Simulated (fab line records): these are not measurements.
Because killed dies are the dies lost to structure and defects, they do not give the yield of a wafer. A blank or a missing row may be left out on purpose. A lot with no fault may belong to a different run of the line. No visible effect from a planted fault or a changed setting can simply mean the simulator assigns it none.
2 desks looking at one fault    flow sky130    every desk sees just its own numbers, and what lay behind them comes last

FROM THE METROLOGY DESK
Lot by lot, what the gauges showed, no matter which tool ran the lot: averages of those sampled wafers that carry a number. Marked OUT: a lot whose mean sits more than 4 standard deviations from the usual mean, which makes it out of limits; the brackets give that distance.
Columns: A = CAPM_CVD_00_THK at SKY_CAPM_THK_MEAS_01, usual 15.64 nm; B = VIA3_W_THK at SKY_VIA3_THK_MEAS_23, usual 399 nm
lot   first seen here  A      B
L718  day 36 03:06     15.47  392
L719  day 36 08:55     15.55  389
L720  day 37 01:31     15.75  400
L727  day 39 06:19     15.86  402
L728  day 39 08:18     15.71  402
L730  day 39 23:46     15.71  391
L732  day 40 11:28     15.69  400
L733  day 40 18:37     15.49  406
L734  day 41 04:43     15.69  399
L737  day 41 22:29     15.76  402
L739  day 42 11:54     15.89  393
L741  day 42 20:52     15.47  391
This desk's verdict: no lot among the 12 shows anything out of limits.

DESK OF THE TOOL OWNER: litho track-02
The tool's own readings at SKY_CAP2M_SOFTBAKE_08 (time 60 s): means of the sampled wafers that have a number, for each lot that ran on this tool. Marked OUT: a lot whose mean sits more than 4 standard deviations from the usual mean, which makes it out of limits; the brackets give that distance.
Columns: A = chill plate temp C at SKY_CAP2M_SOFTBAKE_08, usual 22.98 C; B = heater power total W at SKY_CAP2M_SOFTBAKE_08, usual 56.59 W; C = plate temp C at SKY_CAP2M_SOFTBAKE_08, usual 89.98 C
lot   first seen here  A      B                C
L718  day 39 23:09     23.07  56.60            89.88
L727  day 42 22:03     22.84  58.82 (+53) OUT  92.47 (+18) OUT
L728  day 43 01:15     22.90  58.83 (+53) OUT  92.53 (+18) OUT
Finding of this desk: L727, L728 out of limits; the first was L727 at day 42 22:03, on heater power total W at SKY_CAP2M_SOFTBAKE_08. In limits: L718.

TAKEN TOGETHER
The tool owner's desk had the chance to raise an alarm at day 42 22:03 on L727, L728.
From the metrology desk's view, nothing was out of limits.
The metrology desk holds a record of L727, L728, inside its limits.
All the named lots went through SKY_CAP2M_SOFTBAKE_08 on litho track-02.

WHAT THE SIMULATOR HAD PUT IN
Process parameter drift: litho track-02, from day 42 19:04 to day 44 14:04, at SKY_CAP2M_SOFTBAKE_08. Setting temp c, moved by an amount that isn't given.
Struck lots among those shown: L727, L728.
Each desk's first reading out of limits, in hours after the fault started: the tool owner's desk, 3.
